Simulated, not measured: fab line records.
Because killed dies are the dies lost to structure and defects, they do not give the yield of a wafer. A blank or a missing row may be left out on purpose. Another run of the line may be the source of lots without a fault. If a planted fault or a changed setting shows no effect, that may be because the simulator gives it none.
Lot-split experiment | flow sfq line | on a route of 325 steps: 5 lots, 23 wafers read

ON THE SPLIT
At SFQ_TRILAYER_M2_BARC_OPEN_METAL_ETCH_077 (etches BARC in O2, target depth 125 nm, time 41.7 s), the setting time s was moved away from the recipe's 41.7 s on 8 of the 23 wafers read, by -9.9% to +13.3%. This setting was run at the recipe's value on the other wafers.

The file shows no step between the split and the reading.

THE READING
KrF_of_TRILAYER_M2_LITHO_COAT_057.thk nm (the simulator's own value, which no gauge read), in nm, at SFQ_TRILAYER_M2_ETCH_METAL_ETCH_060 (etches Nb in Cl2/Ar, stops on SiO2, target depth 240 nm, time 120 s). There is no usual value for it anywhere in the file. Here, 15 wafers ran the recipe; their average is 380.5 nm with a standard deviation of 3.5 nm.

wafer  | tool, chamber at the split | time s as run, s | against the recipe | KrF_of_TRILAYER_M2_LITHO_COAT_057.thk nm, nm | against lot-mates on the recipe
L076.1 | rie metal-01, 0            | 47.25            | +13.3%             | 379.5                                        | -6.5
L076.2 | rie metal-01, 1            | 41.7             | recipe             | 387.4                                        | -
L076.3 | rie metal-01, 1            | 41.7             | recipe             | 384.4                                        | -
L076.4 | rie metal-01, 0            | 41.7             | recipe             | 386.2                                        | -
L076.5 | rie metal-01, 0            | 47.25            | +13.3%             | 381.4                                        | -4.6
L077.1 | rie metal-01, 0            | 39.63            | -5.0%              | 381.4                                        | +1.5
L077.2 | rie metal-01, 1            | 39.63            | -5.0%              | 381.5                                        | +1.6
L077.3 | rie metal-01, 0            | 41.7             | recipe             | 380.3                                        | -
L077.4 | rie metal-01, 1            | 39.63            | -5.0%              | 380.9                                        | +1.0
L077.6 | rie metal-01, 0            | 41.7             | recipe             | 379.5                                        | -
L080.1 | rie metal-04, 1            | 41.7             | recipe             | 377.5                                        | -
L080.6 | rie metal-04, 0            | 41.7             | recipe             | 377.5                                        | -
L080.3 | rie metal-04, 0            | 41.7             | recipe             | 377.8                                        | -
L083.1 | rie metal-03, 0            | 37.58            | -9.9%              | 384.2                                        | +8.8
L083.3 | rie metal-03, 0            | 41.7             | recipe             | 374.4                                        | -
L083.4 | rie metal-03, 0            | 37.58            | -9.9%              | 382.9                                        | +7.4
L083.5 | rie metal-03, 0            | 37.58            | -9.9%              | 381.9                                        | +6.4
L083.6 | rie metal-03, 0            | 41.7             | recipe             | 376.5                                        | -
L084.1 | rie metal-04, 0            | 41.7             | recipe             | 380.6                                        | -
L084.2 | rie metal-04, 1            | 41.7             | recipe             | 381.5                                        | -
L084.4 | rie metal-04, 1            | 41.7             | recipe             | 380.4                                        | -
L084.5 | rie metal-04, 1            | 41.7             | recipe             | 382.5                                        | -
L084.6 | rie metal-04, 0            | 41.7             | recipe             | 381                                          | -

THE FIT
A straight line over all 23 wafers: KrF_of_TRILAYER_M2_LITHO_COAT_057.thk nm changes by -0.112 nm for each +1% of time s; r = -0.21; the points scatter about the line by 3 nm.
The same after taking each lot's own level away (the mean of its wafers on the recipe; 23 wafers): -0.537 nm for each +1%; r = -0.92; scatter 1.4 nm.
That fit puts the effect of the largest move of time s on the reading at 7.1 nm.
The span of the lots' own levels, 375.45 to 386.00 nm, comes to 3.0 times the standard deviation stated above.
So the lot-to-lot level blurs the effect unless lot-mates are compared.
Check: -7.07 nm against its lot-mates is what the line predicts for one of the wafers moved furthest among these (+13.3%) when that wafer is left out of the fit. It came out at -6.5 nm against them.

OTHER SPLITS ON THESE WAFERS
Before the reading, these wafers also passed through other splits. Each is held against what the fit with the lots' levels taken away leaves over:
other split on the same wafers               | wafers away from the commonest value | r with KrF_of_TRILAYER_M2_LITHO_COAT_057.thk nm (lot level and that fit taken away)
SFQ_TRILAYER_M2_LITHO_COAT_062 resist thk nm | 10                                   | +0.02

THE WHOLE CHAIN: every reading that the file lists as answering this split, in the file's order
step                                     | what it does                                                        | reading                                                                                   | change (the file's fit)               | r (the file's)
SFQ_TRILAYER_M2_BARC_OPEN_METAL_ETCH_077 | etches BARC in O2, target depth 125 nm, time 41.7 s                 | KrF_of_TRILAYER_M2_LITHO_COAT_057.thk nm (the simulator's own value, which no gauge read) | -0.546 nm for each +1% of the setting | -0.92
SFQ_TRILAYER_M2_ETCH_METAL_ETCH_060      | etches Nb in Cl2/Ar, stops on SiO2, target depth 240 nm, time 120 s | KrF_of_TRILAYER_M2_LITHO_COAT_057.thk nm (the simulator's own value, which no gauge read) | -0.519 nm for each +1% of the setting | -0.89

THE FILE'S OWN FIT
KrF_of_TRILAYER_M2_LITHO_COAT_057.thk nm changes by -0.519 nm for each +1% of time s, r = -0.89.
